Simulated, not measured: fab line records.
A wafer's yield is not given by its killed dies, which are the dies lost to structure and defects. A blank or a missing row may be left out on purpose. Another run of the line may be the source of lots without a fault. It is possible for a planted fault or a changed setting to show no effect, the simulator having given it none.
A lot that was struck, set against a sound lot | flow gf180mcu | 21 out of 602 route steps
Sound: these wafers, L586.1, L586.2, L586.6. Struck: wafers L593.1, L593.3, L593.6. At the end, the cause is stated.
Each step with rows lists, per side, the tool, then ch with its chambers, then its first start. Under that, the readings that differ: sound wafers | struck wafers | difference of the means | sigmas: that difference in standard deviations of wafers without a fault.
alike: same words and numbers on both sides, and readings whose means sit less than 2 such deviations apart. not compared: any withheld reading, any reading some wafer has no value for, any bound like >300 that may hide the same value, and any number with overlapping values for which the record gives no deviation.
Wherever a step has rows on one side only, a row that says differs or no value, or a row with sigmas, the two part there. Numbers that have no deviation but don't overlap get no sigmas and don't part them. A reading that every wafer of one side lacks parts them only if that side has two wafers or more.

first, 3 steps without rows for these wafers: GF_MVPSD_EXPOSE_04 (exposes mask MVPSD, target cd 1000 nm); GF_MVPSD_PEB_05; GF_MVPSD_DEVELOP_06 (develop time 60 s).
GF_MVPSD_OVL_MEAS_07:
  sound: overlay-01 at day 5 19:31; struck: overlay-02 at day 7 16:19
  alike: MVPSD_OVL
then, 2 steps without rows for these wafers: GF_MVPSD_IMPLANT_08; GF_MVPSD_IMPLANT_09.
GF_MVPSD_STRIP_10: strips in O2/N2.
  sound on plasma_asher-02 ch 0,1, day 5 19:52; struck on plasma_asher-02 ch 0, day 7 16:40
  alike: drypump_motor_current_A, heater_power_w, n2_flow_sccm, oes_product_au, strip_time_to_endpoint_s
  not compared: rf_hours_counter_h
GF_MVPSD_TW_MEAS_11:
  sound: film_metro-03 at day 5 19:58; struck: film_metro-03 at day 7 16:46
  alike: MVPSD_TW
then, 4 steps without rows for these wafers: GF_VT_IMPLANT_DEHYDRATE_00 (time 60 s); GF_VT_IMPLANT_HMDS_01 (prime time 60 s); GF_VT_IMPLANT_COAT_02 (resist thk 1000 nm); GF_VT_IMPLANT_SOFTBAKE_03 (time 60 s).
GF_VT_IMPLANT_EXPOSE_04: exposes mask LVPWELL LV AREA, target cd 600 nm.
  sound on iline_stepper-02 ch 0, day 6 03:35; struck on iline_stepper-01 ch 0, day 8 00:52
  reading | sound                                                 | struck               | difference | sigmas
  mask    | LVPWELL_LV_AREA#0 LVPWELL_LV_AREA#0 LVPWELL_LV_AREA#0 | MVSD#0 MVSD#0 MVSD#0 | differs    |
then, 2 steps without rows for these wafers: GF_VT_IMPLANT_PEB_05; GF_VT_IMPLANT_DEVELOP_06 (develop time 60 s).
GF_VT_IMPLANT_OVL_MEAS_07:
  sound: overlay-01 at day 6 10:35; struck: overlay-02 at day 8 09:07
  reading             | sound       | struck | difference                    | sigmas
  VT_IMPLANT_OVL (nm) | 1.8 0.9 3.6 | - - -  | no value on the struck wafers |
after that, 1 step had no rows for these wafers: GF_VT_IMPLANT_IMPLANT_08.
GF_VT_IMPLANT_STRIP_09: strips in O2/N2.
  sound on plasma_asher-02 ch 0,1, day 6 10:46; struck on plasma_asher-03 ch 1, day 8 09:19
  reading            | sound       | struck      | difference | sigmas
  heater_power_w (W) | 281 305 279 | 375 357 362 | +76        | +3
  alike: drypump_motor_current_A, n2_flow_sccm, oes_product_au, strip_time_to_endpoint_s
  not compared: rf_hours_counter_h
GF_VT_IMPLANT_TW_MEAS_10:
  sound: film_metro-01 at day 6 10:52; struck: film_metro-04 at day 8 09:25
  reading       | sound             | struck         | difference | sigmas
  VT_IMPLANT_TW | 563.2 563.5 565.7 | 30.0 29.8 30.0 | -534.2     | -99 or more
then, 1 step without rows for these wafers: GF_VT_IMPLANT_DEHYDRATE_11 (time 60 s).
-- the record jumps here: 24 days lie between the struck wafers' starts before and after (it left off in module VT_IMPLANT and takes up again in module PASSIVATION, whose first step shown is number 602 of the route) --
GF_PASSIVATION_PROBE_99:
  record: rows for the struck wafers here (prober-01, day 32 15:02), none for the sound ones

== WHERE THEY PART ==
Earliest at GF_VT_IMPLANT_EXPOSE_04; latest, in this record, at GF_PASSIVATION_PROBE_99.

WHY: the cause the simulator had injected
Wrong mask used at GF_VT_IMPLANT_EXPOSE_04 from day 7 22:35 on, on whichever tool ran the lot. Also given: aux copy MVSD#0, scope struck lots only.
